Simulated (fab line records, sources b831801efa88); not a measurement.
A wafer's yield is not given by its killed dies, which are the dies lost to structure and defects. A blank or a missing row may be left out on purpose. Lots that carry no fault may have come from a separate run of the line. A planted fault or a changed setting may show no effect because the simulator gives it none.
fab line records	flow sky130
record: lots: 11	wafers: 33	last_day: 50
route steps=708 shown VIA3@576 METAL5@664 PASSIVATION@687 PAD_OPEN@708
lots that met no fault: from a run of the same line without faults
start_h: the number of hours between the record's first day and the start of the first shown wafer of the lot	wait_h: how many hours have passed since the lot's step before this one	" as in the row above	L1.1+2: a row that stands for several wafers	- no value, or no start given	* or withheld: withheld	< > ~ a bound
route shown NAME@n: a module of which the file shows steps, and the number in the route of the first	usual: the fault-free wafers' mean and standard deviation	same: alike in all rows	chamber/n: place in a boat	sites: per-site readings	_std_site: how widely they spread, as a standard deviation	_edge_site: outer sites' mean less inner sites'	radius_mm: for every site, how far away it sits from the centre of the wafer	mask NAME#n: copy n	behind: the last tool/chamber to shape the wafer	hold: why the lot went on hold/how many hours it stayed there/how the hold came to an end	device: whichever transistor did not switch (one of n, p or np)	end of line: the route-end tests of the same wafers	where a step has no rows: the recipe by itself	killed: the dies lost at the first sort to structure and to defects; this is not the yield of the wafer	map: shows each die of a wafer: x if killed, . if not, _ if none is there
set.NAME: the setting that was run; set.NAME@STEP: the one run at that earlier step	model.NAME: the simulator's own value behind a step, which no gauge read
route steps across a sampled set of lots; one table per step, one row per wafer
services: from which hour (start_h, from the record's first day; less than 0 if before it) a tool's chamber was out of use, for how many hours, and why
== steps ==
step: SKY_VIA3_BOW_MEAS_03
recipe: mode: bow
usual: VIA3_BOW: 78/6.8
lot.wafer	tool	chamber	start_h	wait_h	VIA3_BOW[um]
L111.1	film_metro-02	-	921.74	0.2	71
L111.2	"	-	"	"	74
L111.5	"	-	"	"	76
L112.1	film_metro-03	-	923.85	0.2	73
L112.3	"	-	"	"	76
L112.4	"	-	"	"	83
L115.1	film_metro-02	-	950.19	0.1	79
L115.3	"	-	"	"	79
L115.5	"	-	"	"	89
L116.1	film_metro-03	-	954.72	0.2	81
L116.5	"	-	"	"	80
L116.6	"	-	"	"	72
L117.1	film_metro-01	-	969.80	0.2	76
L117.4	"	-	"	"	83
L117.6	"	-	"	"	82
L123.1	film_metro-02	-	1004.57	0.2	78
L123.2	"	-	"	"	83
L123.4	"	-	"	"	68
L124.1	film_metro-03	-	1012.39	0.2	92
L124.2	"	-	"	"	75
L124.3	"	-	"	"	87
L126.2	film_metro-02	-	1035.22	0.2	76
L126.4	"	-	"	"	71
L126.6	"	-	"	"	89
L129.1	film_metro-01	-	1037.20	0.1	83
L129.3	"	-	"	"	74
L129.4	"	-	"	"	80
L131.2	film_metro-03	-	1052.90	0.1	85
L131.4	"	-	"	"	77
L131.6	"	-	"	"	83
L132.1	film_metro-01	-	1066.94	0.1	70
L132.3	"	-	"	"	63
L132.4	"	-	"	"	68
step: SKY_VIA3_THK_MEAS_23
recipe: thk_meas_gauge: xrf	reads: W_of_VIA3_CVD_21
usual: VIA3_W_THK: 404/5.7
lot.wafer	tool	chamber	start_h	wait_h	VIA3_W_THK[nm]
L111.1	film_metro-01	-	948.29	0.1	400
L111.2	"	-	"	"	402
L111.5	"	-	"	"	399
L112.1	film_metro-01	-	949.62	0.1	404
L112.3	"	-	"	"	400
L112.4	"	-	"	"	405
L115.1	film_metro-03	-	975.13	0.1	414
L115.3	"	-	"	"	411
L115.5	"	-	"	"	406
L116.1	film_metro-02	-	980.44	0.1	405
L116.5	"	-	"	"	406
L116.6	"	-	"	"	406
L117.1	film_metro-03	-	995.27	0.1	401
L117.4	"	-	"	"	400
L117.6	"	-	"	"	407
L123.1	film_metro-02	-	1028.70	0.1	406
L123.2	"	-	"	"	401
L123.4	"	-	"	"	405
L124.1	film_metro-01	-	1035.81	0.1	404
L124.2	"	-	"	"	398
L124.3	"	-	"	"	398
L126.2	film_metro-02	-	1058.90	0.1	408
L126.4	"	-	"	"	406
L126.6	"	-	"	"	404
L129.1	film_metro-02	-	1061.40	0.1	406
L129.3	"	-	"	"	406
L129.4	"	-	"	"	395
L131.2	film_metro-01	-	1076.26	0.1	402
L131.4	"	-	"	"	396
L131.6	"	-	"	"	394
L132.1	film_metro-01	-	1088.09	0.1	395
L132.3	"	-	"	"	397
L132.4	"	-	"	"	385
step: SKY_METAL5_SPUTTER_03
recipe: material: Ti	target_thk_nm: 5	power_w: 3000	time_s: 3.3	chamber_pressure_pa: 0.4
usual: cathode_dc_power_W: 3000.0/0.59	throttle_valve_pct: 30.1/0.87
lot.wafer	tool	chamber	start_h	wait_h	cathode_dc_power_W	throttle_valve_pct
L111.1	pvd_sputter-03	-	1024.23	0.0	3000.3	30.1
L111.2	"	-	"	"	3000.5	29.8
L111.5	"	-	"	"	3000.5	29.8
L112.1	pvd_sputter-03	-	1026.16	0.0	3000.1	30.0
L112.3	"	-	"	"	3000.0	31.0
L112.4	"	-	"	"	3000.4	29.8
L115.1	pvd_sputter-01	-	1049.03	0.0	3000.7	31.0
L115.3	"	-	"	"	2999.7	28.8
L115.5	"	-	"	"	3000.3	28.6
L116.1	pvd_sputter-03	-	1053.89	0.0	3000.1	30.9
L116.5	"	-	"	"	3000.2	29.6
L116.6	"	-	"	"	2999.4	29.9
L117.1	pvd_sputter-03	-	1067.34	0.0	3000.9	29.9
L117.4	"	-	"	"	3001.5	30.0
L117.6	"	-	"	"	3000.8	31.0
L123.1	pvd_sputter-03	-	1097.63	0.0	3000.2	30.5
L123.2	"	-	"	"	3000.4	29.8
L123.4	"	-	"	"	2998.5	31.3
L124.1	pvd_sputter-02	-	1104.64	0.0	3001.4	30.1
L124.2	"	-	"	"	2999.8	28.9
L124.3	"	-	"	"	3000.1	31.3
L126.2	pvd_sputter-01	-	1124.29	0.0	2999.5	31.1
L126.4	"	-	"	"	3000.2	28.4
L126.6	"	-	"	"	3000.2	29.5
L129.1	pvd_sputter-02	-	1126.79	0.0	3000.1	31.5
L129.3	"	-	"	"	2999.4	28.9
L129.4	"	-	"	"	3000.1	31.1
L131.2	pvd_sputter-03	-	1140.75	0.0	3000.5	31.1
L131.4	"	-	"	"	2999.9	31.0
L131.6	"	-	"	"	2998.5	30.3
L132.1	pvd_sputter-01	-	1150.98	0.0	2999.2	28.8
L132.3	"	-	"	"	2999.1	29.1
L132.4	"	-	"	"	2999.6	30.7
step: SKY_PASSIVATION_COAT_06
recipe: spin_rpm: 2000	resist_thk_nm: 3000
usual: chill_plate_temp_C: 22.99/0.11	dispense_pressure_kPa: 51.6/1.9	resist_line_temp_C: 23.01/0.11	spin_speed_rpm: 2000.0/1.2
lot.wafer	tool	chamber	start_h	wait_h	chill_plate_temp_C	dispense_pressure_kPa	resist_line_temp_C	spin_speed_rpm
L111.1	litho_track-01	0	1057.04	0.1	22.96	51.2	23.07	1999.9
L111.2	"	0	"	"	23.03	51.1	23.08	2000.7
L111.5	"	0	"	"	23.09	51.2	23.09	2000.1
L112.1	litho_track-04	0	1059.73	0.1	23.08	53.6	22.88	2000.6
L112.3	"	0	"	"	23.10	53.6	22.87	1998.2
L112.4	"	0	"	"	23.20	53.7	22.88	2000.7
L115.1	litho_track-04	0	1082.48	0.1	22.97	53.6	23.07	2037.6
L115.3	"	0	"	"	22.89	53.6	22.88	2036.8
L115.5	"	0	"	"	22.95	53.6	23.13	2035.3
L116.1	litho_track-04	0	1087.23	0.1	22.86	53.6	22.96	2036.0
L116.5	"	0	"	"	22.97	53.7	23.05	2037.6
L116.6	"	0	"	"	22.94	53.6	22.97	2036.9
L117.1	litho_track-01	0	1098.89	0.1	22.94	51.1	23.17	2002.2
L117.4	"	0	"	"	22.89	51.1	23.32	2000.9
L117.6	"	0	"	"	23.06	51.1	23.10	2000.8
L123.1	litho_track-03	0	1127.70	0.1	23.11	49.1	22.80	2000.3
L123.2	"	0	"	"	23.27	49.2	22.87	1998.6
L123.4	"	0	"	"	23.06	49.2	22.86	1997.4
L124.1	litho_track-03	0	1135.35	0.1	22.94	49.1	23.12	1998.9
L124.2	"	0	"	"	22.94	49.1	23.03	1999.6
L124.3	"	0	"	"	22.84	49.2	23.09	1999.3
L126.2	litho_track-04	0	1152.86	0.1	23.06	53.6	23.15	2000.9
L126.4	"	0	"	"	23.17	53.6	23.08	1998.9
L126.6	"	0	"	"	23.12	53.6	23.08	2001.1
L129.1	litho_track-03	0	1156.70	0.1	22.81	49.2	23.06	2000.2
L129.3	"	0	"	"	22.84	49.1	23.05	2003.0
L129.4	"	0	"	"	23.01	49.2	23.00	2002.1
L131.2	litho_track-03	0	1168.87	0.1	23.14	49.2	23.05	2001.8
L131.4	"	0	"	"	22.98	49.2	22.94	2000.8
L131.6	"	0	"	"	23.05	49.1	23.04	2000.3
L132.1	litho_track-04	0	1178.33	0.1	23.25	53.6	22.98	2000.5
L132.3	"	0	"	"	22.90	53.7	22.92	1998.9
L132.4	"	0	"	"	22.92	53.6	22.93	2000.1
step: SKY_PASSIVATION_STRIP_12
recipe: chemistry: O2/N2	power_w: 1400	pressure_mtorr: 1500	platen_temp_c: withheld	overash_fraction: 0.7	o2_flow_sccm: 3000	n2_flow_sccm: 300
usual: drypump_motor_current_A: 5.8/0.51	oes_product_au: 0.660/0.0045	strip_time_to_endpoint_s: 31.49/0.12
lot.wafer	tool	chamber	start_h	wait_h	drypump_motor_current_A	oes_product_au	rf_hours_counter_h	strip_time_to_endpoint_s
L111.1	plasma_asher-04	0	1068.30	0.1	4.7	0.658	0	31.50
L111.2	"	1	"	"	5.4	0.658	0	31.58
L111.5	"	0	"	"	4.8	0.660	-	31.60
L112.1	plasma_asher-02	1	1071.85	0.1	6.0	0.660	63	31.48
L112.3	"	0	"	"	6.6	0.660	-	31.29
L112.4	"	1	"	"	6.1	0.656	-	31.38
L115.1	plasma_asher-03	0	1093.75	0.1	5.6	0.664	98	31.05
L115.3	"	0	"	"	5.6	0.666	-	31.25
L115.5	"	1	"	"	5.5	0.660	-	31.09
L116.1	plasma_asher-03	1	1098.19	0.1	5.5	0.663	98	31.12
L116.5	"	1	"	"	5.5	0.664	-	31.12
L116.6	"	0	"	"	5.6	0.667	-	31.21
L117.1	plasma_asher-04	1	1109.60	0.1	5.4	0.666	5	31.41
L117.4	"	0	"	"	4.8	0.659	-	31.41
L117.6	"	0	"	"	4.7	0.659	-	31.39
L123.1	plasma_asher-03	1	1138.04	0.1	5.5	0.659	102	31.36
L123.2	"	0	"	"	5.6	0.660	102	31.21
L123.4	"	1	"	"	5.5	0.665	-	31.40
L124.1	plasma_asher-02	1	1145.05	0.1	6.1	0.659	70	31.52
L124.2	"	0	"	"	6.6	0.654	70	31.39
L124.3	"	0	"	"	6.6	0.661	-	31.52
L126.2	plasma_asher-02	1	1162.04	0.1	6.1	0.664	71	31.53
L126.4	"	1	"	"	6.1	0.666	-	31.37
L126.6	"	0	"	"	6.6	0.663	-	31.67
L129.1	plasma_asher-03	0	1165.25	0.1	5.6	0.654	105	31.48
L129.3	"	1	"	"	5.5	0.662	-	31.41
L129.4	"	0	"	"	5.6	0.663	-	31.67
L131.2	plasma_asher-03	1	1177.85	0.1	5.5	0.658	106	31.50
L131.4	"	1	"	"	5.5	0.658	-	31.43
L131.6	"	1	"	"	5.5	0.665	-	31.23
L132.1	plasma_asher-02	1	1186.24	0.1	6.1	0.663	74	31.54
L132.3	"	0	"	"	6.6	0.659	-	31.53
L132.4	"	1	"	"	6.1	0.661	-	31.54
step: SKY_PAD_OPEN_PROBE_99
usual: defect_limited_yield: 82.9/2	killed_at_M0_to_M3: 42/7.6	killed_at_M4_up: 2.9/1.7	killed_at_contacts: 24/5.1	killed_at_front_end: 15/4	killed_at_other: 0.2/0.38	killed_dies: 84/9.9	killed_open: 46/7.2	killed_short: 38/6.6	sort_bin_3_pad_short: 0.9/0.38	sort_bin_5_function: 10.2/1.5	sort_bin_6_memory: 6.0/1	sort_n_pass: 408/9.9	sort_yield_pct: 82.9/2
same: gross_dies: 492	killed_at_back_side: 0	sort_bin_4_leakage[%]: 0	sort_bin_8_speed[%]: 0
lot.wafer	tool	chamber	start_h	wait_h	defect_limited_yield[%]	killed_at_M0_to_M3	killed_at_M4_up	killed_at_contacts	killed_at_front_end	killed_at_other	killed_dies	killed_open	killed_short	sort_bin_3_pad_short[%]	sort_bin_5_function[%]	sort_bin_6_memory[%]	sort_n_pass	sort_yield_pct[%]
L112.1	prober-01	-	1095.14	0.1	81.5	48	0	30	13	0	91	58	33	1.0	11.8	5.7	401	81.5
L112.3	prober-01	-	1095.24	0.2	86.2	27	1	22	17	1	68	36	32	1.2	9.6	3.0	424	86.2
L112.4	prober-01	-	1095.29	0.2	83.1	39	3	21	20	0	83	39	44	0.6	11.6	4.7	409	83.1
L117.1	prober-02	-	1131.06	0.1	87.6	28	2	18	13	0	61	25	36	0.6	6.9	4.9	431	87.6
L117.4	prober-02	-	1131.21	0.2	85.8	32	2	18	18	0	70	36	34	0.4	8.1	5.7	422	85.8
L117.6	prober-02	-	1131.31	0.2	85.6	37	5	15	13	1	71	32	39	0.8	8.5	5.1	421	85.6
L124.1	prober-01	-	1165.40	0.1	84.3	42	4	16	15	0	77	44	33	0.4	8.9	6.3	415	84.3
L124.2	prober-01	-	1165.45	0.1	84.6	33	3	23	17	0	76	37	39	1.4	7.3	6.7	416	84.6
L124.3	prober-01	-	1165.50	0.2	80.5	47	4	25	20	0	96	48	48	1.6	11.2	6.7	396	80.5
L129.1	prober-02	-	1184.55	0.1	81.3	45	1	33	12	1	92	46	46	1.0	11.0	6.7	400	81.3
L129.3	prober-02	-	1184.65	0.2	84.6	36	1	24	15	0	76	46	30	1.4	9.8	4.3	416	84.6
L129.4	prober-02	-	1184.70	0.2	78.9	51	5	33	14	1	104	63	41	0.6	12.4	8.1	388	78.9
killed by level:class
L112.1 CONTACT:geometric_particle:open=19 VIA1:geometric_particle:short=11 VIA2:geometric_particle:open=9 VIA1:geometric_particle:open=7 FIELD_ISO:geometric_particle:open=6 METAL2:geometric_particle:short=6 LI_CONTACT:geometric_particle:open=5 CONTACT:geometric_particle:short=4
L112.3 LI_CONTACT:geometric_particle:open=8 CONTACT:geometric_particle:open=8 FIELD_ISO:geometric_particle:short=5 FIELD_ISO:geometric_particle:open=5 METAL1:geometric_particle:short=5 METAL2:geometric_particle:short=5 POLY_GATE:geometric_particle:open=4 VIA3:geometric_particle:open=4
L112.4 LI_CONTACT:geometric_particle:open=9 VIA1:geometric_particle:open=8 POLY_GATE:geometric_particle:short=6 METAL2:geometric_particle:short=6 VIA2:geometric_particle:open=5 METAL1:geometric_particle:short=5 POLY_GATE:geometric_particle:open=4 CONTACT:geometric_particle:open=4
L117.1 CONTACT:geometric_particle:open=8 POLY_GATE:geometric_particle:short=6 VIA1:geometric_particle:open=6 METAL2:geometric_particle:short=6 LOCAL_INTERCONNECT:geometric_particle:short=5 CONTACT:geometric_particle:short=4 VIA1:geometric_particle:short=4 METAL1:geometric_particle:short=3
L117.4 VIA1:geometric_particle:short=9 VIA1:geometric_particle:open=7 FIELD_ISO:geometric_particle:open=5 LOCAL_INTERCONNECT:geometric_particle:short=5 CONTACT:geometric_particle:open=5 POLY_GATE:geometric_particle:open=4 LI_CONTACT:geometric_particle:open=4 METAL1:geometric_particle:short=4
L117.6 VIA1:geometric_particle:open=7 CONTACT:geometric_particle:open=5 POLY_GATE:geometric_particle:short=4 VIA1:geometric_particle:short=4 VIA2:geometric_particle:open=4 METAL2:geometric_particle:short=4 METAL4:geometric_particle:short=4 FIELD_ISO:geometric_particle:short=3
L124.1 VIA2:geometric_particle:open=13 VIA1:geometric_particle:open=12 FIELD_ISO:geometric_particle:open=6 CONTACT:geometric_particle:short=6 CONTACT:geometric_particle:open=4 METAL2:geometric_particle:short=4 VIA2:geometric_particle:short=4 FIELD_ISO:geometric_particle:short=3
L124.2 CONTACT:geometric_particle:short=9 VIA1:geometric_particle:open=8 CONTACT:geometric_particle:open=6 METAL1:geometric_particle:short=5 POLY_GATE:geometric_particle:short=4 LI_CONTACT:geometric_particle:open=4 METAL1:geometric_particle:open=4 SPACER:geometric_particle:open=3
L124.3 VIA1:geometric_particle:open=11 METAL1:geometric_particle:short=9 LI_CONTACT:geometric_particle:open=8 POLY_GATE:geometric_particle:short=7 VIA2:geometric_particle:open=7 LOCAL_INTERCONNECT:geometric_particle:short=6 CONTACT:geometric_particle:open=6 METAL3:geometric_particle:short=6
L129.1 CONTACT:geometric_particle:open=14 METAL2:geometric_particle:short=9 VIA1:geometric_particle:open=9 LI_CONTACT:geometric_particle:open=8 METAL1:geometric_particle:short=7 LI_CONTACT:geometric_particle:short=6 VIA3:geometric_particle:open=5 POLY_GATE:geometric_particle:short=4
L129.3 CONTACT:geometric_particle:open=11 VIA1:geometric_particle:open=8 VIA2:geometric_particle:open=8 VIA1:geometric_particle:short=6 LI_CONTACT:geometric_particle:open=5 CONTACT:geometric_particle:short=5 FIELD_ISO:geometric_particle:open=4 SPACER:geometric_particle:open=4
L129.4 VIA1:geometric_particle:open=12 LI_CONTACT:geometric_particle:open=11 CONTACT:geometric_particle:open=10 VIA3:geometric_particle:open=8 LOCAL_INTERCONNECT:geometric_particle:short=7 METAL2:geometric_particle:short=6 FIELD_ISO:geometric_particle:open=5 VIA2:geometric_particle:open=5
== services ==
tool	chamber	start_h	hours	kind
plasma_asher-03	-	1009.94	2.8	pm
pvd_sputter-01	-	1035.01	0.6	repair
plasma_asher-04	-	1045.42	1.6	repair
plasma_asher-04	-	1055.25	9.0	pm
pvd_sputter-01	1	1056.37	-	consumable_replace:kit
pvd_sputter-01	1	1056.37	18.0	scheduled_down
pvd_sputter-01	1	1056.37	18.0	vent_cycle
pvd_sputter-03	3	1064.05	-	consumable_replace:kit
pvd_sputter-03	3	1064.05	18.0	scheduled_down
pvd_sputter-03	3	1064.05	18.0	vent_cycle
pvd_sputter-01	-	1070.61	1.1	repair
plasma_asher-02	-	1095.07	1.7	repair
plasma_asher-02	-	1101.59	6.3	repair
pvd_sputter-01	-	1105.64	2.1	repair
plasma_asher-03	-	1110.73	1.4	repair
pvd_sputter-03	-	1116.04	1.3	repair
pvd_sputter-03	2	1125.07	-	consumable_replace:kit
pvd_sputter-03	2	1125.07	18.0	scheduled_down
pvd_sputter-03	2	1125.07	18.0	vent_cycle
plasma_asher-04	-	1137.33	2.8	pm
pvd_sputter-01	-	1155.14	6.2	repair
pvd_sputter-03	1	1175.84	-	consumable_replace:kit
pvd_sputter-03	1	1175.84	18.0	scheduled_down
pvd_sputter-03	1	1175.84	18.0	vent_cycle
== key ==
first_sign: step: SKY_PASSIVATION_COAT_06	reading: spin_speed_rpm	direction: up	sigmas: 30	usual: 2000.0	struck: 2036.7
effect: step: SKY_PASSIVATION_STRIP_12	reading: strip_time_to_endpoint_s	direction: down	sigmas: 2.9	usual: *	struck: *
met_at SKY_PASSIVATION_COAT_06
struck_lots L115,L116
not_acting_at SKY_VIA3_BOW_MEAS_03,SKY_VIA3_THK_MEAS_23,SKY_METAL5_SPUTTER_03
onset_between 1059.73 1082.48
fault: kind: process_parameter_drift	tool: litho_track-04	chamber: -	onset_h: 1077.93	steps: SKY_PASSIVATION_COAT_06	channel: spin_rpm	offset: 36.972	shape: step	end_h: 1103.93	acts_in: these_recipes_only	stated: 2000
